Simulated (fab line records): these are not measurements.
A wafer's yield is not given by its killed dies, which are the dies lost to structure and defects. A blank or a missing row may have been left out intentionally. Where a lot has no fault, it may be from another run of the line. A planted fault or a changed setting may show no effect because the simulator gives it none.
Chamber matching -- flow sky130 -- SKY_VIA2_ETCH_14 on rie diel-03: 4 sister chambers
The step etches BARC in N2/H2, stops on SiO2, time 45.9 s, target depth 60 nm. 20 wafers are shown with their chamber, then 10 later ones without.

EACH WAFER AND ITS CHAMBER
wafer,chamber,drypump motor current A (A),throttle valve pct (%),oes product au (a.u.)
L074.2,0,6.0,13.227,0.853
L074.5,3,5.7,13.230,0.844
L074.6,0,6.0,13.223,0.856
L076.1,0,6.0,13.226,0.851
L076.2,2,5.7,13.212,0.862
L076.3,1,5.5,13.220,0.853
L076.4,3,5.7,13.222,0.848
L076.5,1,5.5,13.227,0.860
L076.6,2,5.7,13.213,0.852
L077.1,3,5.8,13.210,0.856
L077.2,0,6.0,13.233,0.852
L077.4,1,5.5,13.239,0.854
L080.1,2,5.7,13.240,0.859
L080.3,0,6.1,13.232,0.856
L080.5,2,5.7,13.224,0.845
L085.1,1,5.5,13.226,0.858
L085.2,3,5.7,13.242,0.855
L085.4,0,6.0,13.235,0.853
L086.1,3,5.8,13.215,0.857
L086.2,2,5.7,13.208,0.849

SIGNATURES, as means of the wafers listed above
reading,chamber 0,chamber 1,chamber 2,chamber 3,scatter within a chamber
drypump motor current A,6.017,5.500,5.700,5.740,0.0356
throttle valve pct,13.22933,13.22800,13.21940,13.22380,0.01
oes product au,0.85350,0.85625,0.85340,0.85200,0.00488
Rule: a wafer's distance from a chamber is the root of the sum, over the readings, of the square of ((its reading less the chamber's mean) divided by the reading's scatter). If the next closest chamber is less than 2 further off than the closest, the wafer can't be placed; otherwise it belongs to the closest. The scatter: take each reading less its chamber's mean, square it, sum over the shown wafers, divide by the number of wafers less the number of chambers, and take the root.

WAFERS WITH NO CHAMBER GIVEN
wafer,drypump motor current A (A),throttle valve pct (%),oes product au (a.u.)
L086.4,6.0,13.226,0.851
L092.3,6.0,13.225,0.850
L092.5,6.0,13.226,0.846
L092.6,5.5,13.200,0.854
L093.1,5.7,13.211,0.850
L093.4,5.5,13.225,0.855
L093.5,5.7,13.230,0.849
L097.1,5.5,13.216,0.855
L097.4,5.7,13.218,0.858
L097.5,5.5,13.217,0.852

WHICH CHAMBER EACH ONE RAN IN
wafer,from the rows above,in truth
L086.4,0,0
L092.3,0,0
L092.5,0,0
L092.6,1,1
L093.1,can't be placed: 2 or 3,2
L093.4,1,1
L093.5,can't be placed: 2 or 3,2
L097.1,1,1
L097.4,can't be placed: 2 or 3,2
L097.5,1,1
Placed correctly: 7 of 10. Can't be placed from these rows: 3 (the true chamber is among the candidates in 3). Number placed wrongly: 0.
